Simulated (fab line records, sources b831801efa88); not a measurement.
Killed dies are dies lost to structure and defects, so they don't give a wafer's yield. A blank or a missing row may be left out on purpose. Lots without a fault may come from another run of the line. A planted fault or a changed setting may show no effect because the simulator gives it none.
Which tool did it? | flow gf180mcu | 12 lots, 36 wafers sampled, at 1 step of a route of 602

WHAT THE GAUGES READ, wafer by wafer
GF_V2_THK_MEAS_01.
lot  | measured     | on            | V2_CVD_00_THK (nm)
L642 | day 19 16:02 | film_metro-02 | 584 618 586
L643 | day 20 07:35 | film_metro-04 | 589 596 618
L644 | day 20 18:13 | film_metro-03 | 595 617 620
L645 | day 21 00:39 | film_metro-02 | 592 590 612
L647 | day 21 15:15 | film_metro-03 | 600 608 609
L648 | day 21 23:27 | film_metro-02 | 600 605 600
L657 | day 24 23:42 | film_metro-02 | 592 607 611
L659 | day 25 18:01 | film_metro-02 | 597 599 595
L660 | day 25 20:27 | film_metro-02 | 600 601 600
L662 | day 26 15:45 | film_metro-02 | 603 605 596
L663 | day 26 17:49 | film_metro-04 | 591 602 595
L664 | day 27 01:27 | film_metro-04 | 589 589 603

WHICH TOOL RAN EACH LOT (tool, then ch and the chambers of the sampled wafers, then the start)
The record holds no process step before these readings.

WHAT THE TOOLS THEMSELVES READ (means of the sampled wafers that have a number; where no wafer has one, the mark that the record gives instead)
The record holds no such reading with a usual standard deviation.

THE ANSWER, worked out from the rows above alone
Rule: what is usual is taken from the lots themselves. Put in order of their means at a reading, lots are off if they are a third of the lots or fewer, leave a main group of 4 or more, and stand apart from it by a gap of 3 or more times the standard deviation of the main group's means; of several such gaps the widest counts. A main group whose means are all the same, to the digits that the tables above print for the reading, isn't used. A lot without any number at a reading at which 4 lots or more have one is off too. The other lots that the step has rows for count as sound. The gauges are gone through in route order, then the tools' own readings, and for those a lot's mean is taken as printed above. The first step at which some lot is off is used, and at that step the reading that is off furthest; a lot without a number counts as furthest.
No lot is off at any reading shown: from this, nothing can be told.

WHAT THE SIMULATOR HAD PUT IN
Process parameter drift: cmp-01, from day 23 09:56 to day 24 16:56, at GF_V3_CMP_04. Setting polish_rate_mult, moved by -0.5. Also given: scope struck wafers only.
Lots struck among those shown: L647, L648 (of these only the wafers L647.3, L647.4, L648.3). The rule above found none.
